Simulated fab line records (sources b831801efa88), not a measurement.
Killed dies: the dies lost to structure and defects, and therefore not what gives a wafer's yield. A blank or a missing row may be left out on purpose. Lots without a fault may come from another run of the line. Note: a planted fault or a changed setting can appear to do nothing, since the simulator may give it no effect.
Which of the tools did it? -- flow gf180mcu -- 10 lots, 30 wafers sampled, at 6 steps of a route of 602

WHAT THE GAUGES READ, wafer by wafer
GF_STI_THK_MEAS_30. Usual: for STI_OXIDATION_02_THK the level is 9.93 nm and the standard deviation is 0.24.
lot,measured,on,STI_OXIDATION_02_THK (nm),flag
L454,day 2 11:56,film metro-02,9.72 9.60 9.59,
L456,day 3 00:05,film metro-03,10.14 9.97 10.18,
L457,day 3 03:18,film metro-03,9.31 9.38 9.51,
L458,day 3 08:31,film metro-04,9.79 10.02 10.03,
L459,day 3 12:35,film metro-02,9.74 9.93 9.81,
L466,day 5 00:52,film metro-02,10.15 9.92 10.02,
L470,day 6 01:37,film metro-02,9.92 10.06 9.86,
L473,day 6 15:22,film metro-04,9.83 9.96 10.10,
L475,day 7 03:58,film metro-04,10.04 10.18 10.09,
L476,day 7 08:55,film metro-02,10.23 10.09 10.20,

GF_DNWELL_TW_MEAS_09. Usual: for DNWELL_TW the level is 1368 and the standard deviation is 9.1.
lot,measured,on,DNWELL_TW,flag
L454,day 3 00:47,film metro-04,1356 1356 1361,
L456,day 3 12:53,film metro-02,1358 1366 1362,
L457,day 3 16:29,film metro-04,1373 1376 1372,
L458,day 3 21:30,film metro-02,1367 1373 1371,
L459,day 4 01:28,film metro-04,1364 1366 1365,
L466,day 5 14:52,film metro-01,1373 1374 1367,
L470,day 6 16:01,film metro-04,1370 1371 1368,
L473,day 7 06:46,film metro-04,1365 1360 1352,
L475,day 7 20:10,film metro-01,1370 1369 1372,
L476,day 8 00:50,film metro-02,1367 1369 1367,

GF_VT_IMPLANT_TW_MEAS_32. Usual: for VT_IMPLANT_3_TW the level is 272.0 and the standard deviation is 1.3.
lot,measured,on,VT_IMPLANT_3_TW,flag
L454,day 7 03:07,film metro-01,273.0 271.2 273.3,
L456,day 7 18:28,film metro-02,274.2 273.1 273.0,
L457,day 7 23:10,film metro-01,271.7 272.0 273.6,
L458,day 8 04:47,film metro-02,273.6 271.6 272.3,
L459,day 8 09:30,film metro-01,272.6 272.0 271.5,
L466,day 10 06:22,film metro-01,30.3 30.4 30.3 30.5 30.6 30.4,OFF
L470,day 11 17:48,film metro-03,269.5 271.5 270.3,
L473,day 12 15:57,film metro-03,271.8 271.6 272.0,
L475,day 13 07:24,film metro-01,272.6 271.9 271.9,
L476,day 13 10:13,film metro-02,272.0 269.9 270.7,

EACH LOT AND THE TOOL THAT RAN IT (in order: tool; ch and the chambers of the sampled wafers; start)
lot,GF_MVPSD_STRIP_10,GF_VT_IMPLANT_STRIP_20,GF_VT_IMPLANT_STRIP_31
L454,"plasma asher-04 ch 0,1, day 5 07:10","plasma asher-03 ch 0,1, day 6 11:33","plasma asher-01 ch 0,1, day 7 03:01"
L456,"plasma asher-02 ch 0,1, day 5 21:10","plasma asher-03 ch 1, day 7 02:25","plasma asher-04 ch 0,1, day 7 18:22"
L457,"plasma asher-02 ch 0,1, day 6 01:34","plasma asher-01 ch 0,1, day 7 07:21","plasma asher-03 ch 0,1, day 7 23:04"
L458,"plasma asher-04 ch 0,1, day 6 05:47","plasma asher-03 ch 0,1, day 7 12:29","plasma asher-04 ch 0,1, day 8 04:41"
L459,"plasma asher-02 ch 0,1, day 6 10:04","plasma asher-03 ch 0,1, day 7 16:51","plasma asher-01 ch 0,1, day 8 09:24"
L466,"plasma asher-02 ch 0,1, day 8 04:15","plasma asher-04 ch 0,1, day 9 13:46","plasma asher-04 ch 0,1, day 10 06:16"
L470,"plasma asher-02 ch 0,1, day 9 10:46","plasma asher-01 ch 0,1, day 10 23:15","plasma asher-04 ch 0,1, day 11 17:42"
L473,"plasma asher-02 ch 0,1, day 10 07:43","plasma asher-01 ch 0,1, day 11 20:45","plasma asher-04 ch 0,1, day 12 15:51"
L475,"plasma asher-04 ch 0,1, day 10 22:12","plasma asher-01 ch 0,1, day 12 11:45","plasma asher-03 ch 0,1, day 13 07:18"
L476,"plasma asher-01 ch 0,1, day 10 23:52","plasma asher-03 ch 0,1, day 12 14:49","plasma asher-04 ch 0,1, day 13 10:06"
- GF_MVPSD_STRIP_10: strips in O2/N2.
- GF_VT_IMPLANT_STRIP_20: strips in O2/N2.
- GF_VT_IMPLANT_STRIP_31: strips in O2/N2.

AS READ BY THE TOOLS THEMSELVES (means over the sampled wafers that have a number; for cases with no such wafer, the mark the record gives instead)
GF_MVPSD_STRIP_10. Usual: chamber pressure mTorr 1499.9 mTorr, standard deviation 1.4; drypump motor current A 6.1 A, standard deviation 0.48; heater power w 348 W, standard deviation 24; n2 flow sccm 300.3 sccm, standard deviation 0.91; oes product au 0.722 a.u., standard deviation 0.0043; strip time to endpoint s 36.92 s, standard deviation 0.12.
lot,tool,chamber pressure mTorr (mTorr),drypump motor current A (A),heater power w (W),n2 flow sccm (sccm),oes product au (a.u.),strip time to endpoint s (s),flag
L454,plasma asher-04,1501.5,6.3,335,300.8,0.722,37.03,
L456,plasma asher-02,1500.6,5.6,383,299.9,0.720,36.88,
L457,plasma asher-02,1500.7,5.3,359,300.9,0.724,36.88,
L458,plasma asher-04,1499.8,6.3,335,300.3,0.727,36.95,
L459,plasma asher-02,1498.8,5.3,365,299.9,0.719,36.95,
L466,plasma asher-02,1499.0,5.6,381,299.6,0.720,36.66,
L470,plasma asher-02,1499.2,5.6,376,299.1,0.721,37.02,
L473,plasma asher-02,1499.6,5.6,374,299.9,0.723,36.75,
L475,plasma asher-04,1498.8,6.3,332,301.0,0.718,36.97,
L476,plasma asher-01,1499.7,6.4,349,300.7,0.720,37.09,

GF_VT_IMPLANT_STRIP_20. Usual: chamber pressure mTorr 1500 mTorr, standard deviation 5.3; drypump motor current A 6.2 A, standard deviation 0.35; heater power w 339 W, standard deviation 13; n2 flow sccm 299.8 sccm, standard deviation 0.99; oes product au 0.716 a.u., standard deviation 0.0046; strip time to endpoint s 12.63 s, standard deviation 0.04.
lot,tool,chamber pressure mTorr (mTorr),drypump motor current A (A),heater power w (W),n2 flow sccm (sccm),oes product au (a.u.),strip time to endpoint s (s),flag
L454,plasma asher-03,1500,5.7,327,300.3,0.716,12.62,
L456,plasma asher-03,1500,5.7,319,300.7,0.720,12.57,
L457,plasma asher-01,1502,6.4,342,299.9,0.715,12.65,
L458,plasma asher-03,1500,5.7,333,299.5,0.712,12.61,
L459,plasma asher-03,1499,5.7,328,299.8,0.714,12.65,
L466,plasma asher-04,1508,6.3,336,299.3,0.890,-,OFF
L470,plasma asher-01,1500,6.5,352,299.8,0.716,12.61,
L473,plasma asher-01,1502,6.5,348,300.0,0.713,12.63,
L475,plasma asher-01,1501,6.5,353,299.7,0.719,12.59,
L476,plasma asher-03,1500,5.7,332,299.4,0.717,12.68,

GF_VT_IMPLANT_STRIP_31. Usual: chamber pressure mTorr 1499.8 mTorr, standard deviation 1.3; drypump motor current A 6.2 A, standard deviation 0.31; heater power w 336 W, standard deviation 14; n2 flow sccm 300.2 sccm, standard deviation 0.8; oes product au 0.716 a.u., standard deviation 0.0047; strip time to endpoint s 12.64 s, standard deviation 0.036.
lot,tool,chamber pressure mTorr (mTorr),drypump motor current A (A),heater power w (W),n2 flow sccm (sccm),oes product au (a.u.),strip time to endpoint s (s),flag
L454,plasma asher-01,1500.1,6.4,349,300.0,0.718,12.61,
L456,plasma asher-04,1500.0,6.3,336,300.7,0.717,12.61,
L457,plasma asher-03,1500.3,5.7,324,300.4,0.715,12.67,
L458,plasma asher-04,1500.5,6.3,338,300.8,0.718,12.70,
L459,plasma asher-01,1500.5,6.3,349,300.5,0.713,12.65,
L466,plasma asher-04,1500.9,6.3,336,300.6,0.717,24.51,OFF
L470,plasma asher-04,1499.7,6.3,336,300.2,0.715,12.62,
L473,plasma asher-04,1498.5,6.3,332,299.7,0.718,12.66,
L475,plasma asher-03,1499.5,5.7,327,300.7,0.716,12.66,
L476,plasma asher-04,1499.5,6.3,339,300.7,0.721,12.63,

THE ANSWER, worked out from the rows above alone
Rule: a lot counts as off when the mean over its wafers that have a number is more than 3 standard deviations away from the usual mean. A lot without any number at a reading at which 4 lots or more have one is off too. All remaining lots with rows at the step are treated as sound. First the gauges in route order, then the tools' own readings, where a lot's mean is used as printed above. At the first step where some lot is off, the reading lying furthest off is the one used; lots without a number count as furthest.
Off: L466, seen at GF_VT_IMPLANT_TW_MEAS_32 (VT_IMPLANT_3_TW).
A tool fits if, at a process step before that reading, it ran every lot that is off, and no sound lot after the first of them. Not tried: the gauges at GF_VT_IMPLANT_TW_MEAS_32; whatever is off there is also off at GF_VT_IMPLANT_STRIP_20, on other tools, and gauge error can't account for it. One fits: GF_VT_IMPLANT_STRIP_20 on plasma asher-04. It ran no sound lot before its first lot that is off in this sample, so the start can't be narrowed down.
The tool's own readings at GF_VT_IMPLANT_STRIP_20 bear it out: on the lots that are off they differ by more than 5 times the standard deviation of the sound lots' means. chamber pressure mTorr reads 1508 mTorr there against 1500 mTorr on the sound lots; oes product au reads 0.890 a.u. there against 0.716 a.u. on the sound lots.
Blank at GF_VT_IMPLANT_STRIP_20 on the lots that are off, where sound lots have numbers: strip time to endpoint s.

WHAT HAD BEEN PUT IN BY THE SIMULATOR
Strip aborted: plasma asher-04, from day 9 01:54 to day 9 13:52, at GF_VT_IMPLANT_STRIP_20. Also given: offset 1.
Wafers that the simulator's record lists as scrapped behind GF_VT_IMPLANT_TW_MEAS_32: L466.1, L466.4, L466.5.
Struck lots among those shown: L466. The rule above found the same.
